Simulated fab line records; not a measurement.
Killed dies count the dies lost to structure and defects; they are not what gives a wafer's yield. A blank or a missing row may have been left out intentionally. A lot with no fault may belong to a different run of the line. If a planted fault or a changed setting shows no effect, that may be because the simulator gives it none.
Matching of chambers    flow sky130    rie_diel-03 running SKY_METAL3_ETCH_17: 4 sister chambers
The step etches SiO2 in C4F8/O2/Ar, stops on TiN, time 3.9 s, target depth 15 nm. 8 wafers are shown with their chamber, then 7 later ones without.

== WAFERS WITH THEIR CHAMBER ==
wafer   chamber  oes_product_au (a.u.)  chamber_pressure_mTorr (mTorr)
L080.3  2        0.748                  39.99
L083.1  2        0.753                  40.05
L083.5  1        0.764                  39.94
L086.2  1        0.737                  40.02
L086.5  3        0.758                  39.97
L086.6  0        0.752                  39.92
L090.3  0        0.748                  40.04
L090.5  3        0.750                  40.05

== WAFERS WITHOUT THEIR CHAMBER ==
wafer   oes_product_au (a.u.)  chamber_pressure_mTorr (mTorr)
L090.6  0.759                  40.01
L094.1  0.750                  40.02
L094.2  0.756                  40.01
L094.6  0.759                  40.05
L096.3  0.748                  39.95
L096.4  0.760                  39.93
L096.5  0.761                  39.98

== WHICH CHAMBER EACH ONE RAN IN ==
wafer   from the rows above                in truth
L090.6  can't be placed: 3 or 2 or 1 or 0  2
L094.1  can't be placed: 2 or 3 or 0 or 1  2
L094.2  can't be placed: 3 or 2 or 1 or 0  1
L094.6  can't be placed: 3 or 2 or 1 or 0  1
L096.3  can't be placed: 0 or 1 or 3 or 2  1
L096.4  can't be placed: 1 or 0 or 3 or 2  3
L096.5  can't be placed: 3 or 1 or 0 or 2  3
Correct placement for 0 of the 7. Can't be placed from these rows: 7 (the true chamber is among the candidates in 7). Placed wrongly: 0.
How it was worked out, from the rows above alone: a wafer's distance from a chamber is the root of the sum, over the readings, of the square of ((its reading less the chamber's mean) divided by the reading's scatter). If the next closest chamber is less than 2 further off than the closest, the wafer can't be placed; otherwise it belongs to the closest. A chamber's mean is the mean of its shown wafers. How the scatter is found: for the shown wafers, subtract from each reading the mean of its chamber, square and add these, divide the total by (wafers less chambers), then take the root.
